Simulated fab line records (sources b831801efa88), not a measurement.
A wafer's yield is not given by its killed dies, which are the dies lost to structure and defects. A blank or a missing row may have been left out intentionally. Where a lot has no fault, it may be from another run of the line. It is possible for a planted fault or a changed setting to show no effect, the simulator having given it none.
The tool behind it: which one?	flow sky130	13 lots with 38 wafers sampled at 5 steps, on a route of 708 steps

== WHAT EACH GAUGE READ, for each wafer ==
SKY_LDD_P_TW_MEAS_11.
lot	measured	on	LDD_P_TW
L406	day 19 05:51	filmMetro-02	633 634 634
L408	day 21 03:11	filmMetro-03	635 632 630
L411	day 22 03:53	filmMetro-04	715 717 718
L414	day 22 08:26	filmMetro-04	717 717 713
L413	day 22 09:15	filmMetro-04	640 637 637
L415	day 23 00:33	filmMetro-03	709 711 707
L421	day 24 16:49	filmMetro-04	638 639 634
L422	day 25 04:25	filmMetro-04	637 645
L423	day 26 07:06	filmMetro-03	634 632 631
L424	day 26 17:32	filmMetro-04	639 643 642
L425	day 26 20:00	filmMetro-02	634 630 631
L427	day 27 00:10	filmMetro-03	637 635 637
L428	day 27 17:16	filmMetro-03	637 638 637

SKY_CONTACT_THK_MEAS_03.
lot	measured	on	CONTACT_HDPCVD_THK (nm)
L406	day 31 07:00	filmMetro-01	561 561 572
L408	day 32 06:57	filmMetro-01	572 573 569
L411	day 33 05:25	filmMetro-03	567 559 570
L414	day 33 06:00	filmMetro-01	560 566 568
L413	day 33 08:23	filmMetro-04	572 564 568
L415	day 33 21:25	filmMetro-04	580 568 570
L421	day 35 11:25	filmMetro-04	561 567 565
L422	day 35 22:41	filmMetro-01	562 568
L423	day 36 19:48	filmMetro-01	567 563 567
L424	day 37 03:23	filmMetro-03	566 563 563
L425	day 37 09:49	filmMetro-03	571 560 560
L427	day 37 11:37	filmMetro-03	568 568 572
L428	day 38 01:08	filmMetro-01	571 577 563

SKY_CONTACT_BOW_MEAS_05.
lot	measured	on	CONTACT_BOW (um)
L406	day 31 07:23	filmMetro-04	85 101 89
L408	day 32 07:19	filmMetro-04	78 84 96
L411	day 33 05:47	filmMetro-04	75 81 76
L414	day 33 06:27	filmMetro-04	83 71 81
L413	day 33 08:46	filmMetro-04	78 73 71
L415	day 33 21:46	filmMetro-03	77 89 82
L421	day 35 11:48	filmMetro-01	82 82 81
L422	day 35 23:04	filmMetro-03	76 85
L423	day 36 20:11	filmMetro-04	71 76 78
L424	day 37 03:45	filmMetro-01	81 77 84
L425	day 37 10:11	filmMetro-04	82 89 82
L427	day 37 12:00	filmMetro-01	82 81 82
L428	day 38 01:30	filmMetro-04	78 83 93

== WHAT TOOL EACH LOT RAN ON (gives the tool, then ch and the chambers of the sampled wafers, and finally the start) ==
lot	SKY_LDD_P_IMPLANT_09	SKY_CONTACT_CVD_00
L406	implanter-04 ch 0, day 19 05:38	pecvd-04 ch 1,2, day 31 06:49
L408	implanter-04 ch 0, day 21 02:56	pecvd-01 ch 1,2, day 32 06:47
L411	implanter-04 ch 0, day 22 03:38	pecvd-02 ch 0,1, day 33 05:16
L414	implanter-04 ch 0, day 22 08:11	pecvd-01 ch 0,1, day 33 05:49
L413	implanter-01 ch 0, day 22 09:01	pecvd-02 ch 1,2, day 33 08:12
L415	implanter-04 ch 0, day 23 00:18	pecvd-04 ch 0,1,2, day 33 21:15
L421	implanter-01 ch 0, day 24 16:36	pecvd-02 ch 0,1,2, day 35 11:14
L422	implanter-01 ch 0, day 25 04:13	pecvd-01 ch 1,2, day 35 22:30
L423	implanter-02 ch 0, day 26 06:53	pecvd-01 ch 1,2, day 36 19:37
L424	implanter-01 ch 0, day 26 17:19	pecvd-02 ch 0,1,2, day 37 03:13
L425	implanter-04 ch 0, day 26 19:45	pecvd-01 ch 0,1,2, day 37 09:37
L427	implanter-02 ch 0, day 26 23:57	pecvd-04 ch 0,1,2, day 37 11:25
L428	implanter-01 ch 0, day 27 17:02	pecvd-01 ch 0,2, day 38 00:57
- SKY_LDD_P_IMPLANT_09
- SKY_CONTACT_CVD_00: deposits Si3N4, target thk 75 nm.

== AS READ BY THE TOOLS THEMSELVES (means over the sampled wafers that have a number; for cases with no such wafer, the mark the record gives instead) ==
SKY_LDD_P_IMPLANT_09.
lot	tool	doseIonsCm2	faradayCurrentUA
L406	implanter-04	1.001e+13	55.5
L408	implanter-04	1.000e+13	57.1
L411	implanter-04	1.432e+13	80.3
L414	implanter-04	1.432e+13	80.5
L413	implanter-01	9.989e+12	55.6
L415	implanter-04	1.434e+13	81.7
L421	implanter-01	9.993e+12	57.2
L422	implanter-01	1.001e+13	55.6
L423	implanter-02	9.985e+12	57.2
L424	implanter-01	1.000e+13	56.5
L425	implanter-04	1.000e+13	57.7
L427	implanter-02	9.989e+12	56.5
L428	implanter-01	1.000e+13	56.3

SKY_CONTACT_CVD_00.
lot	tool	heaterPowerOuterW (W)	heaterPowerW (W)	susceptorTempC (C)
L406	pecvd-04	438	681	399.95
L408	pecvd-01	403	712	400.05
L411	pecvd-02	612	965	399.87
L414	pecvd-01	463	809	400.01
L413	pecvd-02	628	977	399.88
L415	pecvd-04	384	640	399.91
L421	pecvd-02	459	757	399.96
L422	pecvd-01	416	726	399.93
L423	pecvd-01	427	765	399.84
L424	pecvd-02	474	778	399.88
L425	pecvd-01	433	788	400.08
L427	pecvd-04	381	628	399.61
L428	pecvd-01	434	769	399.58

== THE ANSWER, worked out from the rows above alone ==
Rule: what is usual is taken from the lots themselves. The widest of any qualifying gaps counts: lots, ordered by their means at a reading, are off when they make up no more than a third of the lots, leave a main group of 4 or more, and stand apart from it by 3 or more times the standard deviation of that group's means. A main group whose means are all the same, to the digits that the tables above print for the reading, isn't used. A lot without any number at a reading at which 4 lots or more have one is off too. Any other lot the step has rows for is counted as sound. The gauges are gone through in route order, then the tools' own readings, and for those a lot's mean is taken as printed above. At the first step where some lot is off, the reading lying furthest off is the one used; lots without a number count as furthest.
Off: L411, L414, L415, at SKY_LDD_P_TW_MEAS_11 (LDD_P_TW). Mean 636 and standard deviation 3.3 in the main group.
If a tool, at a process step before that reading, ran all the lots that are off and no sound lot after the first of them, it fits. Not tried: the gauges at SKY_LDD_P_TW_MEAS_11; whatever is off there is also off at SKY_LDD_P_IMPLANT_09, on other tools, and gauge error can't account for it. None of those tried fits.

== WHAT WAS PUT IN BY THE SIMULATOR ==
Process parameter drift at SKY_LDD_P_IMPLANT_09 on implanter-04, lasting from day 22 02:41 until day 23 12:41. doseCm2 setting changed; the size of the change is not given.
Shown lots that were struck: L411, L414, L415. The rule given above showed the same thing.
